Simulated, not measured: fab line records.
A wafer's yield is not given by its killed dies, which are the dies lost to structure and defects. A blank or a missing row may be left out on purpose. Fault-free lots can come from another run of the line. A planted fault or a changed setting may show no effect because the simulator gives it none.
A sampling plan put to the test | flow gf180mcu | 51 faults told of in these records, all on one fab line, each judged by the records of the lots it struck
The line's own looks make up the plan; these are the steps of the route where a gauge or inspection reads the wafer and leaves it unchanged. A look is open to judgement when struck wafers have a number at it and the file gives its usual mean and standard deviation on fault-free wafers. Caught: 4 or more of those standard deviations (sigma) separate the usual mean from the mean of the struck wafers at a look after the fault's first step. On the tool: the fault's steps, tested the same way using the tool's own readings. If the struck wafers alone have a blank record, or they carry another recipe, that too counts as caught.

## THE FAULTS, as the simulator had put them in
1. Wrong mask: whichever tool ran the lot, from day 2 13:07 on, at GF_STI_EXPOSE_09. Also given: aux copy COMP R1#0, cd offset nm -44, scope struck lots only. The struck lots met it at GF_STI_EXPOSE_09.
2. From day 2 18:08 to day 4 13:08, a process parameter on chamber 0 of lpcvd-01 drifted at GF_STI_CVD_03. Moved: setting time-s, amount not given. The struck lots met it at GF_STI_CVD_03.
3. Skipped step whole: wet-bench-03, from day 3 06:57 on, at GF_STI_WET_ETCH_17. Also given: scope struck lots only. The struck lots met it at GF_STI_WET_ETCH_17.
4. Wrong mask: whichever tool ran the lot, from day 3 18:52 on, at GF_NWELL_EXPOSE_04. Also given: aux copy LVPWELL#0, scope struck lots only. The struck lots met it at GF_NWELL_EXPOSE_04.
5. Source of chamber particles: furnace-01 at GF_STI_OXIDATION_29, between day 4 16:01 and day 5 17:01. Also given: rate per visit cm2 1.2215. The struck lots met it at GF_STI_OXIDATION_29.
6. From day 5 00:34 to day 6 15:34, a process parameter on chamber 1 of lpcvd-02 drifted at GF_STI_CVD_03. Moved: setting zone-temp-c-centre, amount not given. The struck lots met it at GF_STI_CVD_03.
7. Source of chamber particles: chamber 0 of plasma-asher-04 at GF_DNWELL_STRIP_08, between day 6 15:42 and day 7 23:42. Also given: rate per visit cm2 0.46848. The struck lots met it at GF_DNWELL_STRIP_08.
8. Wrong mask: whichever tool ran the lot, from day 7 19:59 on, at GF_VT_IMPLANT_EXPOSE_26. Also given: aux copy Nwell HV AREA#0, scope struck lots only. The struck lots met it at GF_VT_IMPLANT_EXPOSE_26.
9. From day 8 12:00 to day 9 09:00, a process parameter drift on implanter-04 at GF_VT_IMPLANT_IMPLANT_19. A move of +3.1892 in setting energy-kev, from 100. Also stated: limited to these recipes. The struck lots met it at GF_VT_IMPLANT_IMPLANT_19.
10. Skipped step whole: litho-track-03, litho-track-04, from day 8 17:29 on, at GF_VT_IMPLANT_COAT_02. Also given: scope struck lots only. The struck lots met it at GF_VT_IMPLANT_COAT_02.
11. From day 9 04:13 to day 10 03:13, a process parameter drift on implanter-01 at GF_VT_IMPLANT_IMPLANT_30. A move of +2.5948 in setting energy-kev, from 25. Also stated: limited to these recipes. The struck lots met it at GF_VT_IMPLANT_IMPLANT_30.
12. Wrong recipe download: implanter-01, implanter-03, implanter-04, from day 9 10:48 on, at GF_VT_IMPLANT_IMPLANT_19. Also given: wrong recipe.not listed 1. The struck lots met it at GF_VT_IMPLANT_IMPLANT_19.
13. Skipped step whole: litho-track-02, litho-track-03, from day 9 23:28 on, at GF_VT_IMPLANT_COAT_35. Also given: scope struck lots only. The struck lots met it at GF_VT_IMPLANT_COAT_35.
14. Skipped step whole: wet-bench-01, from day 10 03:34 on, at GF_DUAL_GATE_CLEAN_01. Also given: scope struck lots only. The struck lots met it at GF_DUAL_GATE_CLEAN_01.
15. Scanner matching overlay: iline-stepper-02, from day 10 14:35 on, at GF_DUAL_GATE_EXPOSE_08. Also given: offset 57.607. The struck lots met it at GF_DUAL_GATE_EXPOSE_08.
16. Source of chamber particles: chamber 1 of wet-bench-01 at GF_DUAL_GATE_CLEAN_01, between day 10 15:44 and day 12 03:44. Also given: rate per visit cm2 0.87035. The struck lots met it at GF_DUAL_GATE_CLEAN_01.
17. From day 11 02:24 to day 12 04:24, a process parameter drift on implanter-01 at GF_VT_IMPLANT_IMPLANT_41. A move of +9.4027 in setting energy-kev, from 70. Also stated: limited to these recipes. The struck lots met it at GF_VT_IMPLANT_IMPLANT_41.
18. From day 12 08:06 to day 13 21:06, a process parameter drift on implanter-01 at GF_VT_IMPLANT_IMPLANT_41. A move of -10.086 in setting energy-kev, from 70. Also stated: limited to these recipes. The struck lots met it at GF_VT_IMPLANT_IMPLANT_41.
19. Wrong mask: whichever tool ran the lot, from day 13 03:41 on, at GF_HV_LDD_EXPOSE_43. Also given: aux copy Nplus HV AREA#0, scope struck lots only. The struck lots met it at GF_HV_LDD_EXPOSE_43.
20. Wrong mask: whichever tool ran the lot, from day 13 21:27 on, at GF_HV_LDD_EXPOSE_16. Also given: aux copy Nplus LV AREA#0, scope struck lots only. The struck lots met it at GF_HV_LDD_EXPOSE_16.
21. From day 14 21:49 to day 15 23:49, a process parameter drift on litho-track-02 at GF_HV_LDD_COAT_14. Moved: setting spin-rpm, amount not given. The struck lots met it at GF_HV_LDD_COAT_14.
22. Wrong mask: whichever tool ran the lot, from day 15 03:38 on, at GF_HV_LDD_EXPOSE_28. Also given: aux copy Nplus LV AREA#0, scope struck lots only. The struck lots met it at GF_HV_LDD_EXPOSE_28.
23. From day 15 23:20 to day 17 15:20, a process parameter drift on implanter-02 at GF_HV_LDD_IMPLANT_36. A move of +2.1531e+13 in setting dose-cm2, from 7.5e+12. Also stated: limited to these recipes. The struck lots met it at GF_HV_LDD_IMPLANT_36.
24. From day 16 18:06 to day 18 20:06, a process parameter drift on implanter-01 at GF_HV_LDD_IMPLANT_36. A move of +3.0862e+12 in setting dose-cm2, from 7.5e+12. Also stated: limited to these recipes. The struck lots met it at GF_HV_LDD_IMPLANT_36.
25. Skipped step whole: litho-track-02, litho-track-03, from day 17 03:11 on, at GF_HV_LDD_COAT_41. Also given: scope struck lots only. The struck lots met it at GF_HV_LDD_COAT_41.
26. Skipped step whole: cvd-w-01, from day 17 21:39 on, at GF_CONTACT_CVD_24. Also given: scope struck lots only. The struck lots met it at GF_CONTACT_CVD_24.
27. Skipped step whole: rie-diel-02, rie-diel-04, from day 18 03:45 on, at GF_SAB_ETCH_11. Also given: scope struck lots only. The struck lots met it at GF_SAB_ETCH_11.
28. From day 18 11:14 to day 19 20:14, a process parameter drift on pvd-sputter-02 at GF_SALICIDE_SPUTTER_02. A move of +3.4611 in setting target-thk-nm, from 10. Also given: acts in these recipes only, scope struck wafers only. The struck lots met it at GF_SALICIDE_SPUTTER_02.
29. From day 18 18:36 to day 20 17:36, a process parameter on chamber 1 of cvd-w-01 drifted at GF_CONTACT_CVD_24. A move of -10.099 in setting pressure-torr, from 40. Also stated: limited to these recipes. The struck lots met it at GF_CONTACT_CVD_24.
30. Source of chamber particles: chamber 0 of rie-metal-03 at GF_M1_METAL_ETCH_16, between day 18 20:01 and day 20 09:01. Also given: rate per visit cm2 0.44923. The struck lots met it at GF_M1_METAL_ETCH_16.
31. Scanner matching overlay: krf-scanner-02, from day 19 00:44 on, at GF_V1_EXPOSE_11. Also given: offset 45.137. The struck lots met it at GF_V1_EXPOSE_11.
32. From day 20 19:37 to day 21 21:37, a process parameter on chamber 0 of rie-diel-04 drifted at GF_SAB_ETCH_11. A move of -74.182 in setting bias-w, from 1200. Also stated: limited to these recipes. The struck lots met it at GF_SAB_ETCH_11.
33. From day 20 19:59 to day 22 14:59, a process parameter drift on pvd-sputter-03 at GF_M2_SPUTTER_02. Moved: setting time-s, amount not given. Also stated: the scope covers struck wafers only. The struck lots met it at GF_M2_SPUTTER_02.
34. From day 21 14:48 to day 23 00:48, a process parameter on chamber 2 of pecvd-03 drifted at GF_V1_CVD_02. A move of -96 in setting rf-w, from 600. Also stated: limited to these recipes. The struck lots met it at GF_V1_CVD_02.
35. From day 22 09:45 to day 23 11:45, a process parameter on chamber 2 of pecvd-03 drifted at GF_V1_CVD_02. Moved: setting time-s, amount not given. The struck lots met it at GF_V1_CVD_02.
36. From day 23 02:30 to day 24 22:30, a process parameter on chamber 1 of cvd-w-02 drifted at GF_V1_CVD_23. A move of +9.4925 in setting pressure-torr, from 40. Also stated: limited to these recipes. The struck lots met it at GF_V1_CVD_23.
37. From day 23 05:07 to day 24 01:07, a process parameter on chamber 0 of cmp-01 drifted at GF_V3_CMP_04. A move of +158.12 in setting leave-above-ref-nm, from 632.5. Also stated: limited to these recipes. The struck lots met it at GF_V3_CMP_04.
38. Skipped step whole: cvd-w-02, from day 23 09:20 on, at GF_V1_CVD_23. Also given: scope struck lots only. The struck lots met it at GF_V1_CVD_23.
39. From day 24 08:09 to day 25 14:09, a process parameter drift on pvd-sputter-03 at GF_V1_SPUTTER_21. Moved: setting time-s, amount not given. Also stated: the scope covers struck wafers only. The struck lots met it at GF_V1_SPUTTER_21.
40. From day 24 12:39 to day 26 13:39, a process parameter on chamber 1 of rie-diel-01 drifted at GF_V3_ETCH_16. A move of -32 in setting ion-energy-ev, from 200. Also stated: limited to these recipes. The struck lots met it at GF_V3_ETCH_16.
41. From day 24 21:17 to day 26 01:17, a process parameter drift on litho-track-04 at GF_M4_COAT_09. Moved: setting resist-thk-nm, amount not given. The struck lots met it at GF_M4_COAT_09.
42. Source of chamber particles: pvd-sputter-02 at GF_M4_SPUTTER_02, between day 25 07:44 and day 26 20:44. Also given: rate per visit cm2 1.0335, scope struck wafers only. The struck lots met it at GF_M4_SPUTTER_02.
43. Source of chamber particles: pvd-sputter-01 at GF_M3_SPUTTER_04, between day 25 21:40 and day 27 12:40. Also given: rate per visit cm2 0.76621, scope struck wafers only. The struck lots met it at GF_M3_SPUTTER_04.
44. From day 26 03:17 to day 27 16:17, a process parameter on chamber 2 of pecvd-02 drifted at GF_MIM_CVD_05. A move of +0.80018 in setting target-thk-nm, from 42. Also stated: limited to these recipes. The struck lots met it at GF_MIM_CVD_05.
45. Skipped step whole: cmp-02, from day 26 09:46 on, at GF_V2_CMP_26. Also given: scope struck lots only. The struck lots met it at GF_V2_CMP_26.
46. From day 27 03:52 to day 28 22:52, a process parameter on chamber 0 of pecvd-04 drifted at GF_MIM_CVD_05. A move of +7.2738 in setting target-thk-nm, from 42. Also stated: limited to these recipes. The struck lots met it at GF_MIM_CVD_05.
47. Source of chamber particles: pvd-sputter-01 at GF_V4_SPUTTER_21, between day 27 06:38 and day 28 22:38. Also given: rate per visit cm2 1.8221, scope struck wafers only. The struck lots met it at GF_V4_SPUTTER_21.
48. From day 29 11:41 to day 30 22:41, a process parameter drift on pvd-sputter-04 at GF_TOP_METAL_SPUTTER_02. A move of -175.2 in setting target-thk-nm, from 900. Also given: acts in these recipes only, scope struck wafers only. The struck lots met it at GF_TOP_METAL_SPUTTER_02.
49. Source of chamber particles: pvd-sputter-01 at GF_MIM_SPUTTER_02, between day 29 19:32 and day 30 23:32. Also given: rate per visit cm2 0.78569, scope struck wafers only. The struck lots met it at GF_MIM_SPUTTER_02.
50. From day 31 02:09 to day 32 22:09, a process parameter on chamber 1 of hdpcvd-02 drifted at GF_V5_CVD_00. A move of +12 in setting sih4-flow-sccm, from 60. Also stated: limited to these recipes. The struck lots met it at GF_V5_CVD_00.
51. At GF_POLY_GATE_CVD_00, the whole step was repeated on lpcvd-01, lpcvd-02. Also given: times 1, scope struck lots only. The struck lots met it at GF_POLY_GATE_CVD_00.

## WHAT THE PLAN SAW
fault | on the tool itself                               | first look that catches it                      | reading, sigma                                               | median hours from its first step to that look | hours from the fault's start to the first struck lot there | judged looks passed uncaught
1     | no reading that can be judged                    | GF_STI_CD_MEAS_12                               | cd-nm -38                                                    | 6.4                                           | 9                                                          | 0
2     | under 2 sigma                                    | GF_STI_THK_MEAS_04                              | STI_CVD_03_THK +24                                           | 2.0                                           | 11                                                         | 0
3     | the tool's record is blank for the struck wafers | no look after it can be judged                  | -                                                            | -                                             | -                                                          | 0
4     | under 2 sigma                                    | GF_NWELL_TW_MEAS_11                             | NWELL_TW -99 or beyond                                       | 6.7                                           | 10                                                         | 0
5     | under 2 sigma                                    | none of the 2 looks that can be judged after it | -                                                            | -                                             | -                                                          | 2
6     | spike-tc-centre-C +18 sigma                      | GF_STI_THK_MEAS_04                              | STI_CVD_03_THK +14                                           | 2.0                                           | 7                                                          | 0
7     | under 2 sigma                                    | not the one look that can be judged after it    | -                                                            | -                                             | -                                                          | 1
8     | under 2 sigma                                    | GF_VT_IMPLANT_TW_MEAS_32                        | VT_IMPLANT_3_TW -61                                          | 7.9                                           | 15                                                         | 0
9     | beam-energy-keV +88 sigma                        | no look after it can be judged                  | -                                                            | -                                             | -                                                          | 0
10    | the tool's record is blank for the struck wafers | GF_VT_IMPLANT_TW_MEAS_32                        | VT_IMPLANT_3_TW +80                                          | 44.8                                          | 48                                                         | 1
11    | beam-energy-keV +99 or beyond sigma              | no look after it can be judged                  | -                                                            | -                                             | -                                                          | 0
12    | no reading that can be judged                    | GF_VT_IMPLANT_TW_MEAS_21                        | VT_IMPLANT_2_TW -18                                          | 0.2                                           | 4                                                          | 0
13    | the tool's record is blank for the struck wafers | no look after it can be judged                  | -                                                            | -                                             | -                                                          | 0
14    | the tool's record is blank for the struck wafers | no look after it can be judged                  | -                                                            | -                                             | -                                                          | 0
15    | no reading that can be judged                    | GF_DUAL_GATE_OVL_MEAS_11                        | DUAL_GATE_OVL +33                                            | 9.6                                           | 11                                                         | 0
16    | no reading that can be judged                    | no look after it can be judged                  | -                                                            | -                                             | -                                                          | 0
17    | beam-energy-keV +99 or beyond sigma              | none of the 2 looks that can be judged after it | strongest: VT_IMPLANT_4_TW at GF_VT_IMPLANT_TW_MEAS_43, +3.4 | -                                             | -                                                          | 2
18    | beam-energy-keV -99 or beyond sigma              | not the one look that can be judged after it    | strongest: VT_IMPLANT_4_TW at GF_VT_IMPLANT_TW_MEAS_43, -2.7 | -                                             | -                                                          | 1
19    | under 2 sigma                                    | GF_HV_LDD_TW_MEAS_50                            | HV_LDD_4_TW -99 or beyond                                    | 10.2                                          | 14                                                         | 0
20    | no reading that can be judged                    | GF_HV_LDD_TW_MEAS_23                            | HV_LDD_2_TW -99 or beyond                                    | 10.4                                          | 16                                                         | 0
21    | spin-speed-rpm +99 or beyond sigma               | not the one look that can be judged after it    | strongest: cd-nm at GF_HV_LDD_CD_MEAS_19, +3.2               | -                                             | -                                                          | 1
22    | no reading that can be judged                    | GF_HV_LDD_TW_MEAS_38                            | HV_LDD_3_TW -99 or beyond                                    | 11.4                                          | 15                                                         | 0
23    | dose-ions-cm2 +99 or beyond sigma                | GF_HV_LDD_TW_MEAS_38                            | HV_LDD_3_TW +30                                              | 0.2                                           | 5                                                          | 0
24    | dose-ions-cm2 +99 or beyond sigma                | GF_HV_LDD_TW_MEAS_38                            | HV_LDD_3_TW +5.2                                             | 0.2                                           | 8                                                          | 0
25    | the tool's record is blank for the struck wafers | no look after it can be judged                  | -                                                            | -                                             | -                                                          | 0
26    | the tool's record is blank for the struck wafers | GF_CONTACT_RS_MEAS_25                           | CONTACT_W_RS +99 or beyond                                   | 0.1                                           | 7                                                          | 0
27    | the tool's record is blank for the struck wafers | no look after it can be judged                  | -                                                            | -                                             | -                                                          | 0
28    | under 2 sigma                                    | GF_SALICIDE_RS_MEAS_04                          | SALICIDE_TIN_RS -13                                          | 0.1                                           | 4                                                          | 0
29    | chamber-pressure-Torr -99 or beyond sigma        | GF_CONTACT_RS_MEAS_25                           | CONTACT_W_RS +14                                             | 0.1                                           | 14                                                         | 0
30    | under 2 sigma                                    | not the one look that can be judged after it    | -                                                            | -                                             | -                                                          | 1
31    | under 2 sigma                                    | GF_V1_OVL_MEAS_15                               | V1_OVL +8.3                                                  | 11.6                                          | 18                                                         | 0
32    | bias-w -17 sigma                                 | no look after it can be judged                  | -                                                            | -                                             | -                                                          | 0
33    | under 2 sigma                                    | GF_M2_THK_MEAS_06                               | M2_ALCU_THK +4.0                                             | 0.2                                           | 17                                                         | 1
34    | rf-fwd-power-W -43 sigma                         | GF_V1_THK_MEAS_03                               | V1_CVD_02_THK -5.2                                           | 0.1                                           | 11                                                         | 0
35    | run-length-s +28 sigma                           | GF_V1_THK_MEAS_03                               | V1_CVD_02_THK +8.2                                           | 0.1                                           | 22                                                         | 0
36    | chamber-pressure-Torr +95 sigma                  | GF_V1_RS_MEAS_24                                | V1_W_RS -10                                                  | 0.1                                           | 9                                                          | 0
37    | time-to-endpoint-s -11 sigma                     | no look after it can be judged                  | -                                                            | -                                             | -                                                          | 0
38    | the tool's record is blank for the struck wafers | GF_V1_RS_MEAS_24                                | V1_W_RS +99 or beyond                                        | 0.1                                           | 2                                                          | 0
39    | under 2 sigma                                    | no look after it can be judged                  | -                                                            | -                                             | -                                                          | 0
40    | only faintly: throttle-valve-pct +2.2 sigma      | none of the 6 looks that can be judged after it | strongest: V3_W_RS at GF_V3_RS_MEAS_24, +2.2                 | -                                             | -                                                          | 6
41    | no reading that can be judged                    | GF_M4_CD_MEAS_14                                | cd-nm -8.7                                                   | 10.8                                          | 29                                                         | 0
42    | under 2 sigma                                    | not the one look that can be judged after it    | -                                                            | -                                             | -                                                          | 1
43    | under 2 sigma                                    | no look after it can be judged                  | -                                                            | -                                             | -                                                          | 0
44    | under 2 sigma                                    | none of the 5 looks that can be judged after it | -                                                            | -                                             | -                                                          | 5
45    | no reading that can be judged                    | no look after it can be judged                  | -                                                            | -                                             | -                                                          | 0
46    | under 2 sigma                                    | GF_MIM_THK_MEAS_06                              | MIM_CVD_05_THK +14                                           | 0.0                                           | 2                                                          | 0
47    | under 2 sigma                                    | not the one look that can be judged after it    | -                                                            | -                                             | -                                                          | 1
48    | under 2 sigma                                    | GF_TOP_METAL_RS_MEAS_05                         | TOP_METAL_ALCU_RS +23                                        | 0.1                                           | 7                                                          | 0
49    | under 2 sigma                                    | no look after it can be judged                  | -                                                            | -                                             | -                                                          | 0
50    | sih4-flow-sccm +62 sigma                         | GF_V5_THK_MEAS_01                               | V5_CVD_00_THK +25                                            | 0.0                                           | 5                                                          | 0
51    | no reading that can be judged                    | GF_POLY_GATE_THK_MEAS_01                        | POLY_GATE_CVD_00_THK +99 or beyond                           | 2.9                                           | -                                                          | 0
Dash: fault not caught, or number not given in these records.

Caught at a look: 27 of 51. Caught on the tool: 23 of 51. By one or the other: 39 of 51.
Caught on the tool alone: faults 3, 9, 11, 13, 14, 17, 18, 21, 25, 27, 32, 37.
Caught at a look alone: faults 1, 2, 4, 8, 12, 15, 19, 20, 22, 28, 31, 33, 41, 46, 48, 51.
Caught by neither: faults 5, 7, 16, 30, 39, 40, 42, 43, 44, 45, 47, 49.

## THINNER SAMPLING
In the worst case, this is how late the first struck lot would be measured if the look that catches a fault measured only every second or every third lot, by lot number:
fault | struck lots at that look, in order of time | every lot | every second lot | every third lot
1     | L497                                       | 9 h       | may miss it      | may miss it
2     | L262                                       | 11 h      | may miss it      | may miss it
4     | L683                                       | 10 h      | may miss it      | may miss it
6     | L861, L862                                 | 7 h       | 13 h             | may miss all 2
8     | L936                                       | 15 h      | may miss it      | may miss it
10    | L992, L993                                 | 48 h      | 54 h             | may miss all 2
12    | L769, L770, L771, L772                     | 4 h       | 13 h             | 18 h
15    | L251, L254, L255                           | 11 h      | 36 h             | may miss all 3
19    | L450                                       | 14 h      | may miss it      | may miss it
20    | L940                                       | 16 h      | may miss it      | may miss it
22    | L657                                       | 15 h      | may miss it      | may miss it
23    | L390, L392, L394                           | 5 h       | may miss all 3   | 33 h
24    | L656, L660                                 | 8 h       | may miss all 2   | may miss all 2
26    | L969, L970                                 | 7 h       | 12 h             | may miss all 2
28    | L263                                       | 4 h       | may miss it      | may miss it
29    | L963                                       | 14 h      | may miss it      | may miss it
31    | L812, L814, L818                           | 18 h      | may miss all 3   | may miss all 3
33    | L336                                       | 17 h      | may miss it      | may miss it
34    | L151                                       | 11 h      | may miss it      | may miss it
35    | L389                                       | 22 h      | may miss it      | may miss it
36    | L150                                       | 9 h       | may miss it      | may miss it
38    | L787, L788, L789                           | 2 h       | 8 h              | 21 h
41    | L451, L453                                 | 29 h      | may miss all 2   | may miss all 2
46    | L313, L315, L316                           | 2 h       | 22 h             | may miss all 3
48    | L678, L681, L682                           | 7 h       | 26 h             | may miss all 3
50    | L745, L750                                 | 5 h       | 34 h             | may miss all 2
Hours: fault start to first struck lot measured. The test against the limit of 4 sigma pooled every struck wafer, which means one lot taken alone may stay below that limit. Other struck lots may not be in these records.

## THE LONGEST TIMED WAY FROM STEP TO LOOK
In fault 10, a median of 44.8 hours elapses between GF_VT_IMPLANT_COAT_02 and GF_VT_IMPLANT_TW_MEAS_32. The look between them that can be judged stayed within 4 sigma: GF_VT_IMPLANT_TW_MEAS_10.
